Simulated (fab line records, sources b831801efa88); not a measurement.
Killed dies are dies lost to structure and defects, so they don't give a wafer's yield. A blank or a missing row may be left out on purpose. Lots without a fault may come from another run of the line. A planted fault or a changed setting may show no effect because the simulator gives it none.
Which tool did it? | flow sky130 | 11 lots, 33 wafers sampled, at 3 steps of a route of 708

WHAT THE GAUGES READ, wafer by wafer
SKY_CONTACT_CD_MEAS_14: target cd 170 nm.
lot  | measured     | on        | cd_nm (nm)
L426 | day 32 13:44 | cd_sem-01 | 171.2 169.7 170.1
L427 | day 32 14:53 | cd_sem-01 | 172.1 170.6 170.0
L430 | day 33 23:25 | cd_sem-02 | 173.1 173.5 172.6
L431 | day 34 11:14 | cd_sem-02 | 171.8 173.5 171.5
L432 | day 34 16:14 | cd_sem-01 | 171.4 170.7 170.5
L433 | day 34 19:23 | cd_sem-01 | 170.9 170.2 171.0
L434 | day 35 04:20 | cd_sem-01 | 172.4 169.0 172.2
L438 | day 36 11:02 | cd_sem-01 | 171.0 171.2 171.5
L440 | day 36 20:44 | cd_sem-02 | 163.5 166.0 164.6
L441 | day 37 04:31 | cd_sem-02 | 166.0 165.7 166.0
L447 | day 38 22:57 | cd_sem-02 | 169.9 168.3 168.6

WHICH TOOL RAN EACH LOT (tool, then ch and the chambers of the sampled wafers, then the start)
lot  | SKY_CONTACT_CVD_00              | SKY_CONTACT_COAT_09
L426 | pecvd-01 ch 0,2, day 31 08:43   | litho_track-03 ch 0, day 31 23:00
L427 | pecvd-03 ch 1,2, day 31 10:02   | litho_track-02 ch 0, day 32 01:00
L430 | pecvd-01 ch 1,2, day 32 20:24   | litho_track-01 ch 0, day 33 10:00
L431 | pecvd-02 ch 0,1, day 33 08:13   | litho_track-02 ch 0, day 33 21:00
L432 | pecvd-03 ch 0,1,2, day 33 12:54 | litho_track-01 ch 0, day 34 02:00
L433 | pecvd-02 ch 0,2, day 33 16:13   | litho_track-01 ch 0, day 34 06:00
L434 | pecvd-03 ch 0,2, day 34 01:40   | litho_track-01 ch 0, day 34 15:00
L438 | pecvd-03 ch 0,2, day 35 08:14   | litho_track-03 ch 0, day 35 21:00
L440 | pecvd-01 ch 0,1,2, day 35 18:01 | litho_track-01 ch 0, day 36 07:00
L441 | pecvd-01 ch 1,2, day 36 01:35   | litho_track-01 ch 0, day 36 15:00
L447 | pecvd-03 ch 0,2, day 37 21:19   | litho_track-02 ch 0, day 38 09:00
- SKY_CONTACT_CVD_00: deposits Si3N4, target thk 75 nm.
- SKY_CONTACT_COAT_09: resist thk 450 nm.

THE ANSWER, worked out from the rows above alone
Rule: what is usual is taken from the lots themselves. Put in order of their means at a reading, lots are off if they are a third of the lots or fewer, leave a main group of 4 or more, and stand apart from it by a gap of 3 or more times the standard deviation of the main group's means; of several such gaps the widest counts. A main group whose means are all the same, to the digits that the tables above print for the reading, isn't used. A lot without any number at a reading at which 4 lots or more have one is off too. The other lots that the step has rows for count as sound.
No lot is off at any reading shown: from this, nothing can be told.

WHAT THE SIMULATOR HAD PUT IN
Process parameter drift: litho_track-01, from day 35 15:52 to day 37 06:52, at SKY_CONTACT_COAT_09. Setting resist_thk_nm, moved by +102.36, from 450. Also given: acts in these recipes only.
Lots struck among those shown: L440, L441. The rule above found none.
